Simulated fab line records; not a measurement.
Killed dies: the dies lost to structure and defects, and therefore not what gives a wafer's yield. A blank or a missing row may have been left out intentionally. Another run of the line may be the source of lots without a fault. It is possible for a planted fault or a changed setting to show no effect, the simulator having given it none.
Matching of chambers || flow gf180mcu || GF_V2_CVD_02 on pecvd-02 has 3 sister chambers
The step deposits SiO2 from TEOS, target thk 850 nm, time 94.851 s. 3 wafers are shown with their chamber, then 8 later ones without.

== WAFERS WITH THEIR CHAMBER ==
{"wafer": "L082.1", "chamber": 0, "susceptor-temp-C (C)": 399.83}
{"wafer": "L082.3", "chamber": 2, "susceptor-temp-C (C)": 400.19}
{"wafer": "L087.2", "chamber": 1, "susceptor-temp-C (C)": 399.83}

== WAFERS WITH NO CHAMBER GIVEN ==
{"wafer": "L087.5", "susceptor-temp-C (C)": 400.10}
{"wafer": "L087.6", "susceptor-temp-C (C)": 400.03}
{"wafer": "L094.2", "susceptor-temp-C (C)": 399.96}
{"wafer": "L094.3", "susceptor-temp-C (C)": 400.04}
{"wafer": "L094.5", "susceptor-temp-C (C)": 399.95}
{"wafer": "L097.2", "susceptor-temp-C (C)": 400.25}
{"wafer": "L097.3", "susceptor-temp-C (C)": 400.13}
{"wafer": "L097.5", "susceptor-temp-C (C)": 399.77}

== WHICH CHAMBER EACH WENT THROUGH ==
{"wafer": "L087.5", "from the rows above": "can't be placed: 2 or 0 or 1", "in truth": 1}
{"wafer": "L087.6", "from the rows above": "can't be placed: 2 or 0 or 1", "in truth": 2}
{"wafer": "L094.2", "from the rows above": "can't be placed: 0 or 1 or 2", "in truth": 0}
{"wafer": "L094.3", "from the rows above": "can't be placed: 2 or 0 or 1", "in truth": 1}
{"wafer": "L094.5", "from the rows above": "can't be placed: 0 or 1 or 2", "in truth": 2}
{"wafer": "L097.2", "from the rows above": 2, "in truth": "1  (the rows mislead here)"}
{"wafer": "L097.3", "from the rows above": 2, "in truth": 2}
{"wafer": "L097.5", "from the rows above": "can't be placed: 0 or 1", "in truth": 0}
Placed correctly: 1 of 8. Cannot be placed on the basis of these rows: 6; the candidates contain the true chamber in 6. Number placed wrongly: 1.
How it was worked out, from the rows above alone: a wafer's distance from a chamber is the root of the sum, over the readings, of the square of ((its reading less the chamber's mean) divided by the reading's scatter). The wafer belongs to the nearest chamber; if the next one is less than 2 further off, it can't be placed. A chamber's mean is the mean of its shown wafers. The scatter: root of mean squared gap, hidden wafer to nearest shown wafer, with one shown wafer a chamber.
